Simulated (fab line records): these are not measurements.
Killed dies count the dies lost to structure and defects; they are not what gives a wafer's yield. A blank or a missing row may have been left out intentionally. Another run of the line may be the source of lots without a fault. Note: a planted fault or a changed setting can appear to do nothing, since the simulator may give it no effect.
Chamber matching | flow gf180mcu | 4 sister chambers for GF_STI_ETCH_14 on rieSi-02
The step etches Si in HBr/Cl2/O2, target depth 360 nm, time 102.9 s. 22 wafers are shown with their chamber, then 11 later ones without.

EACH WAFER AND ITS CHAMBER
wafer  | chamber | drypumpMotorCurrentA (A) | oesProductAu (a.u.) | throttleValvePct (%)
L593.2 | 3       | 5.1                      | 0.991               | 25.655
L593.3 | 1       | 5.5                      | 1.006               | 25.640
L593.5 | 3       | 5.1                      | 0.998               | 25.664
L594.2 | 2       | 5.8                      | 0.973               | 25.666
L594.3 | 0       | 5.7                      | 1.009               | 25.655
L594.6 | 3       | 5.1                      | 1.002               | 25.659
L595.1 | 0       | 5.7                      | 1.011               | 25.638
L595.4 | 2       | 5.9                      | 0.981               | 25.673
L595.6 | 1       | 5.5                      | 1.005               | 25.651
L596.1 | 3       | 5.1                      | 0.999               | 25.663
L596.2 | 1       | 5.5                      | 1.003               | 25.656
L596.6 | 1       | 5.5                      | 1.007               | 25.647
L601.1 | 3       | 5.1                      | 0.989               | 25.658
L601.2 | 2       | 5.8                      | 0.987               | 25.665
L601.6 | 2       | 5.8                      | 0.989               | 25.667
L602.1 | 0       | 5.7                      | 1.010               | 25.646
L602.4 | 2       | 5.8                      | 0.995               | 25.663
L602.5 | 0       | 5.6                      | 1.009               | 25.647
L603.4 | 2       | 5.9                      | 0.991               | 25.660
L603.5 | 2       | 5.8                      | 0.999               | 25.669
L603.6 | 3       | 5.1                      | 1.005               | 25.657
L604.1 | 2       | 5.8                      | 0.997               | 25.660

SIGNATURES, as means of the wafers listed above
reading              | chamber 0 | chamber 1 | chamber 2 | chamber 3 | scatter within a chamber
drypumpMotorCurrentA | 5.675     | 5.500     | 5.825     | 5.100     | 0.0354
oesProductAu         | 1.00975   | 1.00525   | 0.98900   | 0.99733   | 0.00638
throttleValvePct     | 25.64650  | 25.64850  | 25.66538  | 25.65933  | 0.00517
Rule: for a wafer and a chamber, the distance is found by dividing, reading by reading, the gap between the wafer's reading and the chamber's mean by the reading's scatter, squaring, summing and taking the root. If the next closest chamber is less than 2 further off than the closest, the wafer can't be placed; otherwise it belongs to the closest. The scatter: the root of (the sum of the squares of (reading less its chamber's mean) over the shown wafers, divided by (wafers less chambers)).

WAFERS WITHOUT THEIR CHAMBER
wafer  | drypumpMotorCurrentA (A) | oesProductAu (a.u.) | throttleValvePct (%)
L604.4 | 5.5                      | 1.007               | 25.639
L604.5 | 5.8                      | 0.995               | 25.643
L605.1 | 5.1                      | 0.995               | 25.647
L605.5 | 5.8                      | 0.978               | 25.675
L605.6 | 5.1                      | 1.003               | 25.649
L606.1 | 5.5                      | 1.012               | 25.662
L606.3 | 5.7                      | 1.010               | 25.658
L606.5 | 5.5                      | 1.020               | 25.642
L607.2 | 5.8                      | 0.996               | 25.662
L607.4 | 5.5                      | 1.012               | 25.662
L607.5 | 5.1                      | 0.991               | 25.675

EACH ONE'S CHAMBER
wafer  | from the rows above     | in truth
L604.4 | 1                       | 1
L604.5 | can't be placed: 0 or 2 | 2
L605.1 | 3                       | 3
L605.5 | 2                       | 2
L605.6 | 3                       | 3
L606.1 | 1                       | 1
L606.3 | 0                       | 0
L606.5 | 1                       | 1
L607.2 | 2                       | 2
L607.4 | 1                       | 1
L607.5 | 3                       | 3
Placed correctly: 10 of 11. These rows do not allow placing 1 (true chamber among the candidates in 1). 0 placed wrongly.
